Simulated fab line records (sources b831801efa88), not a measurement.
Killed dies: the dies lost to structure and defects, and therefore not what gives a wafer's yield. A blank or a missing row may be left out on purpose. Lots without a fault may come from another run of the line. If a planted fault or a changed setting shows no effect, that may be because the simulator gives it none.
Comparing a struck lot with a sound one :: flow sky130 :: 43 out of 708 route steps
Sound: these wafers, L842.2, L842.4, L842.6. The struck wafers were L849.2, L849.3, L849.4. At the end, the cause is stated.
At each step with rows: each side's tool, then ch and its chambers, then its first start. Under that, the readings that differ: sound wafers :: struck wafers :: difference of the means :: sigmas: that difference in standard deviations of wafers without a fault.
alike: readings with means less than 2 such deviations apart, plus words and numbers identical on both sides. not compared: withheld readings, readings lacking a value on some wafer, bounds such as >300 that could conceal the same value, and numbers that have no deviation in the record and whose values overlap.
Wherever a step has rows on one side only, a row that says differs or no value, or a row with sigmas, the two part there. Non-overlapping numbers with no deviation appear without sigmas and do not part them. A reading that every wafer of one side lacks parts them only if that side has two wafers or more.

first, 1 step without rows for these wafers: SKY_CAPM_SPUTTER_02 (material TiN, target thk 200 nm, time 166.7 s).
SKY_CAPM_RS_MEAS_03: uses a four-point probe to measure.
  struck on film_metro-04, day 39 07:13; sound on film_metro-02, day 36 11:12
  alike: CAPM_TIN_RS
SKY_CAPM_THK_MEAS_04: measures by xrf.
  struck on film_metro-04, day 39 07:20; sound on film_metro-02, day 36 11:19
  alike: CAPM_TIN_THK
then, 7 steps without rows for these wafers: SKY_CAPM_DEHYDRATE_05 (time 60 s); SKY_CAPM_HMDS_06 (prime time 60 s); SKY_CAPM_COAT_07 (resist thk 1140 nm); SKY_CAPM_SOFTBAKE_08 (time 60 s); SKY_CAPM_EXPOSE_09 (exposes mask CAPM, target cd 1000 nm); SKY_CAPM_PEB_10; SKY_CAPM_DEVELOP_11 (develop time 60 s).
SKY_CAPM_OVL_MEAS_12:
  struck on overlay-02, day 40 07:38; sound on overlay-01, day 37 11:53
  alike: CAPM_OVL
then, 1 step without rows for these wafers: SKY_CAPM_METAL_ETCH_13 (etches TiN in Cl2/BCl3, stops on SiO2, target depth 220 nm, time 62.9 s).
SKY_CAPM_STRIP_14: strips in O2/N2.
  sound on plasma_asher-02 ch 0,1, day 37 11:59; struck on plasma_asher-02 ch 0,1, day 40 07:44
  alike: drypump_motor_current_A, oes_product_au, strip_time_to_endpoint_s
  not compared: rf_hours_counter_h
then, 11 steps without rows for these wafers: SKY_CAPM_STRIP_15 (strips in post etch residue remover, time 1200 s); SKY_CAPM_CLEAN_16 (cleans in IPA, time 180 s); SKY_CAPM_CLEAN_17 (cleans in O3/DIW); SKY_METAL3_DEHYDRATE_05 (time 60 s); SKY_METAL3_HMDS_06 (prime time 60 s); SKY_METAL3_COAT_07 (resist thk 60 nm); SKY_METAL3_COAT_08 (resist thk 1140 nm); SKY_METAL3_SOFTBAKE_09 (time 90 s); SKY_METAL3_EXPOSE_10 (exposes mask MM3, target cd 300 nm); SKY_METAL3_PEB_11; SKY_METAL3_DEVELOP_12 (develop time 60 s).
SKY_METAL3_CD_MEAS_13 targets a cd of 300 nm.
  struck on cd_sem-01, day 41 08:23; sound on cd_sem-02, day 38 13:23
  alike: cd_nm
SKY_METAL3_OVL_MEAS_14:
  struck on overlay-01, day 41 08:30; sound on overlay-02, day 38 13:30
  alike: METAL3_OVL
SKY_METAL3_DESCUM_15: chemistry O2, time 8 s.
  sound on rie_metal-02 ch 0,1, day 38 13:32; struck on rie_metal-04 ch 0,1, day 41 08:32
  alike: drypump_motor_current_A, oes_product_au, temp_c
  not compared: rf_hours_counter_h
SKY_METAL3_ETCH_16: etches BARC in N2/H2, stops on SiO2, time 88.2 s, target depth 60 nm.
  sound on rie_metal-02 ch 0,1, day 38 13:34; struck on rie_metal-04 ch 0,1, day 41 08:34
  alike: bias_w, drypump_motor_current_A, oes_product_au, throttle_valve_pct
  not compared: rf_hours_counter_h
then, 1 step without rows for these wafers: SKY_METAL3_ETCH_17 (etches SiO2 in C4F8/O2/Ar, stops on TiN, time 3.9 s, target depth 15 nm).
SKY_METAL3_METAL_ETCH_18: etches the open film in Cl2/BCl3, stops on SiO2, target depth 845 nm, time 183.1 s.
  sound on rie_metal-04 ch 0,1, day 38 13:41; struck on rie_metal-01 ch 0,1, day 41 08:41
  alike: bias_w, drypump_motor_current_A, oes_product_au, throttle_valve_pct
  not compared: rf_hours_counter_h
SKY_METAL3_STRIP_19: strips in O2/N2.
  sound on plasma_asher-01 ch 1, day 38 13:52; struck on plasma_asher-01 ch 0,1, day 41 08:52
  alike: drypump_motor_current_A, oes_product_au, strip_time_to_endpoint_s
  not compared: rf_hours_counter_h
then, 4 steps without rows for these wafers: SKY_METAL3_STRIP_20 (strips in post etch residue remover, time 1200 s); SKY_METAL3_CLEAN_21 (cleans in IPA, time 180 s); SKY_METAL3_CLEAN_22 (cleans in O3/DIW); SKY_VIA3_HDPCVD_00 (deposits SiO2, target thk 1635 nm, time 272.5 s).
SKY_VIA3_THK_MEAS_01:
  struck on film_metro-01, day 41 09:38; sound on film_metro-01, day 38 14:40
  alike: VIA3_HDPCVD_THK
SKY_VIA3_CMP_02: polishes SiO2.
  sound on cmp-01 ch 0,2, day 38 14:43; struck on cmp-02 ch 0,1,3, day 41 09:44
  alike: motor_current_A
SKY_VIA3_BOW_MEAS_03:
  struck on film_metro-01, day 41 10:00; sound on film_metro-02, day 38 15:02
reading: VIA3_BOW (um)
sound: 89 92 98
struck: 80 68 68
difference: -21
sigmas: -2
then, 4 steps without rows for these wafers: SKY_VIA3_DEHYDRATE_04 (time 60 s); SKY_VIA3_HMDS_05 (prime time 60 s); SKY_VIA3_COAT_06 (resist thk 60 nm); SKY_VIA3_COAT_07 (resist thk 450 nm).
-- the record jumps here: 7 days lie between the struck wafers' starts before and after (it left off in module VIA3 and takes up again in module PAD_OPEN, whose first step shown is number 708 of the route) --
SKY_PAD_OPEN_PROBE_99:
  struck on prober-02, day 48 04:15; sound on prober-02, day 45 19:11
reading: defect_limited_yield (%)
sound: 83.3 79.5 82.9
struck: 81.3 77.6 73.0
difference: -4.6
sigmas: -2

reading: killed_at_other
sound: 1 1 0
struck: 23 22 53
difference: +32
sigmas: +63

reading: killed_dies
sound: 82 101 84
struck: 92 110 133
difference: +23
sigmas: +2

reading: sort_bin_3_pad_short (%)
sound: 1.0 1.2 0.2
struck: 2.4 2.0 4.1
difference: +2.0
sigmas: +5

reading: sort_n_pass
sound: 410 391 408
struck: 400 382 359
difference: -23
sigmas: -2

reading: sort_yield_pct (%)
sound: 83.3 79.5 82.9
struck: 81.3 77.6 73.0
difference: -4.6
sigmas: -2

reading: model.etest.tester.sort_bin_3_pct (%)
sound: 1.016 1.22 0.2033
struck: 2.439 2.033 4.065
difference: +2.033
sigmas: 
  alike: killed_at_M0_to_M3, killed_at_M4_up, killed_at_contacts, killed_at_front_end, killed_on_rim, killed_open, killed_short, sort_bin_5_function, sort_bin_6_memory
  not compared: model.etest.tester.sort_n_pass, model.etest.tester.sort_yield_pct, model.etest.tester.sort_bin_5_pct

## WHERE THEY PART
Earliest at SKY_VIA3_BOW_MEAS_03; latest, in this record, at SKY_PAD_OPEN_PROBE_99.

WHY: whatever the simulator had introduced
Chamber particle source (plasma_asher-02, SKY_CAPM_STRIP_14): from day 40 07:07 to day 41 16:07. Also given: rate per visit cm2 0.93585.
